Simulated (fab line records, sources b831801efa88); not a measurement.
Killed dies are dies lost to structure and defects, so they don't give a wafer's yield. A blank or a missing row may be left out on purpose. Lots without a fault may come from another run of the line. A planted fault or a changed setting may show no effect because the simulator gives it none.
Which tool did it? | flow gf180mcu | 6 lots, 18 wafers sampled, at 2 steps of a route of 602

WHAT THE GAUGES READ, wafer by wafer
GF_VT_IMPLANT_OVL_MEAS_40.
lot  | measured     | on         | VT_IMPLANT_03_OVL (nm)
L787 | day 8 01:49  | overlay-01 | 1.1 2.0 0.2
L795 | day 10 09:31 | overlay-01 | 0.8 1.1 1.3
L797 | day 11 02:06 | overlay-01 | - - -
L799 | day 11 19:09 | overlay-02 | - - -
L801 | day 12 04:34 | overlay-02 | 2.1 3.3 2.1
L807 | day 13 23:28 | overlay-02 | 0.5 2.1 -0.4

WHICH TOOL RAN EACH LOT (tool, then ch and the chambers of the sampled wafers, then the start)
lot  | GF_VT_IMPLANT_COAT_35
L787 | litho_track-04 ch 0, day 7 17:13
L795 | litho_track-02 ch 0, day 10 00:13
L797 | litho_track-01, day 10 16:22
L799 | litho_track-04, day 11 10:04
L801 | litho_track-04 ch 0, day 11 19:28
L807 | litho_track-01 ch 0, day 13 12:28
- GF_VT_IMPLANT_COAT_35: resist thk 1000 nm.

THE ANSWER, worked out from the rows above alone
Rule: what is usual is taken from the lots themselves. Put in order of their means at a reading, lots are off if they are a third of the lots or fewer, leave a main group of 4 or more, and stand apart from it by a gap of 3 or more times the standard deviation of the main group's means; of several such gaps the widest counts. A main group whose means are all the same, to the digits that the tables above print for the reading, isn't used. A lot without any number at a reading at which 4 lots or more have one is off too. The other lots that the step has rows for count as sound.
Off: L797, L799, at GF_VT_IMPLANT_OVL_MEAS_40 (VT_IMPLANT_03_OVL). Without a number there: L797, L799. The main group: mean 1.4 nm, standard deviation 0.68.
A tool fits if, at a process step before that reading, it ran every lot that is off, and no sound lot after the first of them. The gauges at GF_VT_IMPLANT_OVL_MEAS_40 are tried like those tools. None of those tried fits.

WHAT THE SIMULATOR HAD PUT IN
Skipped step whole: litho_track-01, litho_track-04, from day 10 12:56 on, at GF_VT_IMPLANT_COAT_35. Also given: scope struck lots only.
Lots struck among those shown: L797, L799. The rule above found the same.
